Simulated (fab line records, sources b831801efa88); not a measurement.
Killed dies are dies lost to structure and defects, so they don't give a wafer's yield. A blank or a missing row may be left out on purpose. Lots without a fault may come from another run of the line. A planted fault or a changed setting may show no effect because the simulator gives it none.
Chamber matching | flow sfq_line | SFQ_TRILAYER_I6_CMP_CMP_166 on cmp-02: 4 sister chambers
The step polishes SiO2. 4 wafers are shown with their chamber, then 7 later ones without.

WAFERS WITH THEIR CHAMBER
wafer  | chamber | motor_current_A (A)
L225.3 | 3       | 11.3
L225.2 | 2       | 10.6
L226.1 | 0       | 10.0
L228.1 | 1       | 8.9

WAFERS WITHOUT THEIR CHAMBER
wafer  | motor_current_A (A)
L228.6 | 9.4
L241.4 | 10.3
L241.5 | 11.6
L241.6 | 9.4
L242.2 | 9.9
L242.5 | 11.4
L242.6 | 9.1

WHICH CHAMBER EACH WENT THROUGH
wafer  | from the rows above     | in truth
L228.6 | can't be placed: 1 or 0 | 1
L241.4 | can't be placed: 2 or 0 | 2
L241.5 | 3                       | 3
L241.6 | can't be placed: 1 or 0 | 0
L242.2 | can't be placed: 0 or 2 | 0
L242.5 | 3                       | 3
L242.6 | 1                       | 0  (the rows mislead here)
Placed correctly: 2 of 7. Can't be placed from these rows: 4 (the true chamber is among the candidates in 4). Placed wrongly: 1.
How it was worked out, from the rows above alone: a wafer's distance from a chamber is the root of the sum, over the readings, of the square of ((its reading less the chamber's mean) divided by the reading's scatter). The wafer belongs to the nearest chamber; if the next one is less than 2 further off, it can't be placed. A chamber's mean is the mean of its shown wafers. The scatter: with one shown wafer a chamber, the root of the mean of the squares of how far each hidden wafer lies from its nearest shown one.
